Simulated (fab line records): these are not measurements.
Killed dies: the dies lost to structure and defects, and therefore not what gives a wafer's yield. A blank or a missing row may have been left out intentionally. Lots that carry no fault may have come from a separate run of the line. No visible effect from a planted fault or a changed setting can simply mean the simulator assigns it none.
Which tool was responsible? -- flow sky130 -- route of 708 steps, sampled at 1 step: 15 lots, 45 wafers

== WHAT THE GAUGES READ, wafer by wafer ==
SKY_VIA1_THK_MEAS_01. Usual: VIA1_HDPCVD_THK typically reads 1032 nm, with standard deviation 10.
lot,measured,on,VIA1_HDPCVD_THK (nm),flag
L400,day 34 06:56,film-metro-04,1029 1028 1024,
L401,day 34 19:12,film-metro-01,1015 1014 1038,
L402,day 35 02:59,film-metro-01,1024 1020 1038,
L403,day 35 17:50,film-metro-01,1019 1025 1024,
L408,day 37 09:19,film-metro-01,1039 1025 1033,
L409,day 37 09:38,film-metro-04,1033 1040 1048,
L410,day 37 23:53,film-metro-01,1032 1009 1014,
L412,day 38 04:23,film-metro-04,1033 1035 1025,
L411,day 38 05:47,film-metro-04,1025 1014 1025,
L413,day 38 08:54,film-metro-02,1038 1036 1036,
L414,day 38 20:14,film-metro-04,1038 1031 1031,
L417,day 39 09:00,film-metro-04,1035 1033 1044,
L416,day 39 16:53,film-metro-02,1038 1042 1033,
L419,day 39 23:56,film-metro-02,1032 1024 1040,
L418,day 40 00:57,film-metro-02,1029 1047 1028,

== TOOL THAT RAN EACH LOT (tool first, then ch and the chambers of the sampled wafers, then the start) ==
Before these readings, the record contains no process step.

== AS READ BY THE TOOLS THEMSELVES (means over the sampled wafers that have a number; for cases with no such wafer, the mark the record gives instead) ==
The record holds no such reading with a usual standard deviation.

== THE ANSWER, worked out from the rows above alone ==
Rule: a lot counts as off when the mean over its wafers that have a number is more than 3 standard deviations away from the usual mean. A lot without any number at a reading at which 4 lots or more have one is off too. All remaining lots with rows at the step are treated as sound. The gauges are gone through in route order, then the tools' own readings, and for those a lot's mean is taken as printed above. The first step at which some lot is off is used, and at that step the reading that is off furthest; a lot without a number counts as furthest.
Across all readings shown, no lot is off: no conclusion can be drawn from this.

== WHAT THE SIMULATOR HAD PUT IN ==
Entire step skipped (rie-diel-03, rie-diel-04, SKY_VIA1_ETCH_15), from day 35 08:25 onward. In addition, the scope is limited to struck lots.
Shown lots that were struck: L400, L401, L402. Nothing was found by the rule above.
